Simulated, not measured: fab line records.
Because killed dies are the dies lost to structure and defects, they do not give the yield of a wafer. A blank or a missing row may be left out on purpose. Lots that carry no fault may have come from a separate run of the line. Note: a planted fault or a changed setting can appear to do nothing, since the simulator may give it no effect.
Which tool did it? || flow gf180mcu || Sampling: 12 lots, 36 wafers, 5 of 602 route steps

WHAT EACH GAUGE READ, for each wafer
GF_M4_THK_MEAS_06: measures by xrf. Usual: M4_ALCU_THK gives 458 nm (standard deviation 6.1).
{"lot": "L775", "measured": "day 22 01:56", "on": "film-metro-04", "M4_ALCU_THK (nm)": "455 457 452", "flag": ""}
{"lot": "L776", "measured": "day 23 09:57", "on": "film-metro-04", "M4_ALCU_THK (nm)": "457 458 450", "flag": ""}
{"lot": "L778", "measured": "day 23 20:43", "on": "film-metro-01", "M4_ALCU_THK (nm)": "465 465 467", "flag": ""}
{"lot": "L780", "measured": "day 24 08:42", "on": "film-metro-01", "M4_ALCU_THK (nm)": "456 461 464", "flag": ""}
{"lot": "L781", "measured": "day 24 16:01", "on": "film-metro-02", "M4_ALCU_THK (nm)": "457 448 460", "flag": ""}
{"lot": "L782", "measured": "day 25 03:56", "on": "film-metro-01", "M4_ALCU_THK (nm)": "466 468 458", "flag": ""}
{"lot": "L784", "measured": "day 25 21:23", "on": "film-metro-02", "M4_ALCU_THK (nm)": "453 463 450", "flag": ""}
{"lot": "L788", "measured": "day 27 03:26", "on": "film-metro-04", "M4_ALCU_THK (nm)": "462 459 463", "flag": ""}
{"lot": "L790", "measured": "day 27 17:52", "on": "film-metro-02", "M4_ALCU_THK (nm)": "454 446 448", "flag": ""}
{"lot": "L791", "measured": "day 27 17:59", "on": "film-metro-04", "M4_ALCU_THK (nm)": "451 460 450", "flag": ""}
{"lot": "L792", "measured": "day 28 07:31", "on": "film-metro-04", "M4_ALCU_THK (nm)": "462 458 465", "flag": ""}
{"lot": "L798", "measured": "day 29 16:19", "on": "film-metro-01", "M4_ALCU_THK (nm)": "464 461 468", "flag": ""}

GF_V4_THK_MEAS_01. Usual: V4_CVD_00_THK gives 598 nm (standard deviation 7.4).
{"lot": "L775", "measured": "day 23 01:49", "on": "film-metro-02", "V4_CVD_00_THK (nm)": "596 595 605", "flag": ""}
{"lot": "L776", "measured": "day 24 08:53", "on": "film-metro-02", "V4_CVD_00_THK (nm)": "603 604 587", "flag": ""}
{"lot": "L778", "measured": "day 24 19:25", "on": "film-metro-03", "V4_CVD_00_THK (nm)": "609 608 609", "flag": ""}
{"lot": "L780", "measured": "day 25 07:08", "on": "film-metro-03", "V4_CVD_00_THK (nm)": "603 586 602", "flag": ""}
{"lot": "L781", "measured": "day 25 14:40", "on": "film-metro-01", "V4_CVD_00_THK (nm)": "602 595 598", "flag": ""}
{"lot": "L782", "measured": "day 26 02:20", "on": "film-metro-03", "V4_CVD_00_THK (nm)": "586 602 605", "flag": ""}
{"lot": "L784", "measured": "day 26 18:34", "on": "film-metro-03", "V4_CVD_00_THK (nm)": "595 591 588", "flag": ""}
{"lot": "L788", "measured": "day 27 23:46", "on": "film-metro-01", "V4_CVD_00_THK (nm)": "596 592 592", "flag": ""}
{"lot": "L790", "measured": "day 28 13:32", "on": "film-metro-01", "V4_CVD_00_THK (nm)": "607 598 599", "flag": ""}
{"lot": "L791", "measured": "day 28 14:08", "on": "film-metro-03", "V4_CVD_00_THK (nm)": "896 903 612", "flag": "OFF"}
{"lot": "L792", "measured": "day 29 03:11", "on": "film-metro-02", "V4_CVD_00_THK (nm)": "599 600 604", "flag": ""}
{"lot": "L798", "measured": "day 30 11:49", "on": "film-metro-01", "V4_CVD_00_THK (nm)": "589 586 592", "flag": ""}

EACH LOT AND THE TOOL THAT RAN IT (in order: tool; ch and the chambers of the sampled wafers; start)
{"lot": "L775", "GF_V3_STRIP_18": "plasma-asher-02 ch 0,1, day 22 00:16", "GF_M4_SPUTTER_02": "pvd-sputter-02, day 22 01:42", "GF_V4_CVD_00": "hdpcvd-02 ch 0,1,2, day 23 01:45"}
{"lot": "L776", "GF_V3_STRIP_18": "plasma-asher-02 ch 0,1, day 23 08:16", "GF_M4_SPUTTER_02": "pvd-sputter-03, day 23 09:44", "GF_V4_CVD_00": "hdpcvd-01 ch 0,1,2, day 24 08:49"}
{"lot": "L778", "GF_V3_STRIP_18": "plasma-asher-04 ch 0,1, day 23 18:59", "GF_M4_SPUTTER_02": "pvd-sputter-02, day 23 20:29", "GF_V4_CVD_00": "hdpcvd-02 ch 0,2, day 24 19:20"}
{"lot": "L780", "GF_V3_STRIP_18": "plasma-asher-02 ch 0,1, day 24 07:08", "GF_M4_SPUTTER_02": "pvd-sputter-03, day 24 08:29", "GF_V4_CVD_00": "hdpcvd-01 ch 1,2, day 25 07:04"}
{"lot": "L781", "GF_V3_STRIP_18": "plasma-asher-04 ch 0,1, day 24 14:26", "GF_M4_SPUTTER_02": "pvd-sputter-03, day 24 15:48", "GF_V4_CVD_00": "hdpcvd-02 ch 0,2, day 25 14:36"}
{"lot": "L782", "GF_V3_STRIP_18": "plasma-asher-02 ch 0,1, day 25 02:22", "GF_M4_SPUTTER_02": "pvd-sputter-03, day 25 03:43", "GF_V4_CVD_00": "hdpcvd-02 ch 0,1,2, day 26 02:14"}
{"lot": "L784", "GF_V3_STRIP_18": "plasma-asher-03 ch 0,1, day 25 19:47", "GF_M4_SPUTTER_02": "pvd-sputter-03, day 25 21:10", "GF_V4_CVD_00": "hdpcvd-02 ch 1,2, day 26 18:29"}
{"lot": "L788", "GF_V3_STRIP_18": "plasma-asher-03 ch 0,1, day 27 01:49", "GF_M4_SPUTTER_02": "pvd-sputter-02, day 27 03:14", "GF_V4_CVD_00": "hdpcvd-01 ch 0,1,2, day 27 23:42"}
{"lot": "L790", "GF_V3_STRIP_18": "plasma-asher-03 ch 0,1, day 27 16:19", "GF_M4_SPUTTER_02": "pvd-sputter-01, day 27 17:38", "GF_V4_CVD_00": "hdpcvd-01 ch 0,1,2, day 28 13:26"}
{"lot": "L791", "GF_V3_STRIP_18": "plasma-asher-02 ch 0,1, day 27 16:22", "GF_M4_SPUTTER_02": "pvd-sputter-02, day 27 17:46", "GF_V4_CVD_00": "hdpcvd-02 ch 0,1, day 28 14:04"}
{"lot": "L792", "GF_V3_STRIP_18": "plasma-asher-02 ch 0,1, day 28 05:55", "GF_M4_SPUTTER_02": "pvd-sputter-01, day 28 07:19", "GF_V4_CVD_00": "hdpcvd-01 ch 1,2, day 29 03:07"}
{"lot": "L798", "GF_V3_STRIP_18": "plasma-asher-04 ch 0,1, day 29 14:43", "GF_M4_SPUTTER_02": "pvd-sputter-02, day 29 16:05", "GF_V4_CVD_00": "hdpcvd-01 ch 1,2, day 30 11:42"}
- GF_V3_STRIP_18: strips in O2/N2.
- GF_M4_SPUTTER_02: material AlCu, target thk 450 nm, time 23.9 s.
- GF_V4_CVD_00: deposits SiO2, target thk 600 nm, time 100 s.

WHAT THE TOOLS THEMSELVES READ (means of the sampled wafers that have a number; where no wafer has one, the mark that the record gives instead)
GF_V3_STRIP_18. Usual: drypump-motor-current-A 5.9 A, standard deviation 0.59; heater-power-w 334 W, standard deviation 24; oes-product-au 0.592 a.u., standard deviation 0.0047.
{"lot": "L775", "tool": "plasma-asher-02", "drypump-motor-current-A (A)": 5.7, "heater-power-w (W)": 325, "oes-product-au (a.u.)": 0.587, "flag": ""}
{"lot": "L776", "tool": "plasma-asher-02", "drypump-motor-current-A (A)": 6.2, "heater-power-w (W)": 314, "oes-product-au (a.u.)": 0.589, "flag": ""}
{"lot": "L778", "tool": "plasma-asher-04", "drypump-motor-current-A (A)": 5.5, "heater-power-w (W)": 307, "oes-product-au (a.u.)": 0.593, "flag": ""}
{"lot": "L780", "tool": "plasma-asher-02", "drypump-motor-current-A (A)": 6.2, "heater-power-w (W)": 317, "oes-product-au (a.u.)": 0.589, "flag": ""}
{"lot": "L781", "tool": "plasma-asher-04", "drypump-motor-current-A (A)": 5.3, "heater-power-w (W)": 322, "oes-product-au (a.u.)": 0.592, "flag": ""}
{"lot": "L782", "tool": "plasma-asher-02", "drypump-motor-current-A (A)": 5.7, "heater-power-w (W)": 327, "oes-product-au (a.u.)": 0.593, "flag": ""}
{"lot": "L784", "tool": "plasma-asher-03", "drypump-motor-current-A (A)": 6.2, "heater-power-w (W)": 360, "oes-product-au (a.u.)": 0.590, "flag": ""}
{"lot": "L788", "tool": "plasma-asher-03", "drypump-motor-current-A (A)": 6.5, "heater-power-w (W)": 364, "oes-product-au (a.u.)": 0.592, "flag": ""}
{"lot": "L790", "tool": "plasma-asher-03", "drypump-motor-current-A (A)": 6.5, "heater-power-w (W)": 358, "oes-product-au (a.u.)": 0.593, "flag": ""}
{"lot": "L791", "tool": "plasma-asher-02", "drypump-motor-current-A (A)": 6.1, "heater-power-w (W)": 311, "oes-product-au (a.u.)": 0.590, "flag": ""}
{"lot": "L792", "tool": "plasma-asher-02", "drypump-motor-current-A (A)": 6.2, "heater-power-w (W)": 313, "oes-product-au (a.u.)": 0.598, "flag": ""}
{"lot": "L798", "tool": "plasma-asher-04", "drypump-motor-current-A (A)": 5.3, "heater-power-w (W)": 320, "oes-product-au (a.u.)": 0.594, "flag": ""}

GF_M4_SPUTTER_02. Usual: cathode-dc-power-W 10600 W, standard deviation 2.2; throttle-valve-pct 30.0 %, standard deviation 0.92.
{"lot": "L775", "tool": "pvd-sputter-02", "cathode-dc-power-W (W)": 10599, "throttle-valve-pct (%)": 30.8, "flag": ""}
{"lot": "L776", "tool": "pvd-sputter-03", "cathode-dc-power-W (W)": 10600, "throttle-valve-pct (%)": 30.2, "flag": ""}
{"lot": "L778", "tool": "pvd-sputter-02", "cathode-dc-power-W (W)": 10599, "throttle-valve-pct (%)": 30.6, "flag": ""}
{"lot": "L780", "tool": "pvd-sputter-03", "cathode-dc-power-W (W)": 10600, "throttle-valve-pct (%)": 30.2, "flag": ""}
{"lot": "L781", "tool": "pvd-sputter-03", "cathode-dc-power-W (W)": 10598, "throttle-valve-pct (%)": 30.1, "flag": ""}
{"lot": "L782", "tool": "pvd-sputter-03", "cathode-dc-power-W (W)": 10600, "throttle-valve-pct (%)": 29.3, "flag": ""}
{"lot": "L784", "tool": "pvd-sputter-03", "cathode-dc-power-W (W)": 10600, "throttle-valve-pct (%)": 29.2, "flag": ""}
{"lot": "L788", "tool": "pvd-sputter-02", "cathode-dc-power-W (W)": 10602, "throttle-valve-pct (%)": 29.6, "flag": ""}
{"lot": "L790", "tool": "pvd-sputter-01", "cathode-dc-power-W (W)": 10601, "throttle-valve-pct (%)": 30.1, "flag": ""}
{"lot": "L791", "tool": "pvd-sputter-02", "cathode-dc-power-W (W)": 10600, "throttle-valve-pct (%)": 30.1, "flag": ""}
{"lot": "L792", "tool": "pvd-sputter-01", "cathode-dc-power-W (W)": 10600, "throttle-valve-pct (%)": 30.3, "flag": ""}
{"lot": "L798", "tool": "pvd-sputter-02", "cathode-dc-power-W (W)": 10598, "throttle-valve-pct (%)": 30.7, "flag": ""}

GF_V4_CVD_00. Usual: sih4-flow-sccm 60.03 sccm, standard deviation 0.18.
{"lot": "L775", "tool": "hdpcvd-02", "sih4-flow-sccm (sccm)": 60.04, "flag": ""}
{"lot": "L776", "tool": "hdpcvd-01", "sih4-flow-sccm (sccm)": 60.30, "flag": ""}
{"lot": "L778", "tool": "hdpcvd-02", "sih4-flow-sccm (sccm)": 60.19, "flag": ""}
{"lot": "L780", "tool": "hdpcvd-01", "sih4-flow-sccm (sccm)": 60.12, "flag": ""}
{"lot": "L781", "tool": "hdpcvd-02", "sih4-flow-sccm (sccm)": 60.04, "flag": ""}
{"lot": "L782", "tool": "hdpcvd-02", "sih4-flow-sccm (sccm)": 60.07, "flag": ""}
{"lot": "L784", "tool": "hdpcvd-02", "sih4-flow-sccm (sccm)": 60.03, "flag": ""}
{"lot": "L788", "tool": "hdpcvd-01", "sih4-flow-sccm (sccm)": 60.14, "flag": ""}
{"lot": "L790", "tool": "hdpcvd-01", "sih4-flow-sccm (sccm)": 60.02, "flag": ""}
{"lot": "L791", "tool": "hdpcvd-02", "sih4-flow-sccm (sccm)": 79.99, "flag": "OFF"}
{"lot": "L792", "tool": "hdpcvd-01", "sih4-flow-sccm (sccm)": 60.17, "flag": ""}
{"lot": "L798", "tool": "hdpcvd-01", "sih4-flow-sccm (sccm)": 60.11, "flag": ""}

THE ANSWER, worked out from the rows above alone
Rule: a lot is off if the mean of its wafers that have a number lies more than 3 standard deviations from the usual mean. A lot without any number at a reading at which 4 lots or more have one is off too. Where the step has rows for the other lots, those lots are counted as sound. The gauges are gone through in route order, then the tools' own readings, and for those a lot's mean is taken as printed above. The first step at which some lot is off is used, and at that step the reading that is off furthest; a lot without a number counts as furthest.
Off: L791, at GF_V4_THK_MEAS_01 (V4_CVD_00_THK).
If a tool, at a process step before that reading, ran all the lots that are off and no sound lot after the first of them, it fits. The gauges at GF_V4_THK_MEAS_01 aren't tried: what is off there is off at GF_V4_CVD_00 too, on other tools, and a gauge's error can't cause that. One fits: hdpcvd-02 at GF_V4_CVD_00. Its last sound lot is L784 (day 26 18:29), its first lot that is off L791 (day 28 14:04): a fault that began between those two fits.
On the lots that are off, the tool's own readings at GF_V4_CVD_00 differ by more than 5 times the standard deviation of the sound lots' means, which bears it out; sih4-flow-sccm reads 79.99 sccm there versus 60.11 sccm on the sound lots.

WHAT THE SIMULATOR HAD INSERTED
hdpcvd-02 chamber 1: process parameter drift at GF_V4_CVD_00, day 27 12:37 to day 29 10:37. The setting sih4-flow-sccm was moved by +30, starting from 60. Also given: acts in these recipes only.
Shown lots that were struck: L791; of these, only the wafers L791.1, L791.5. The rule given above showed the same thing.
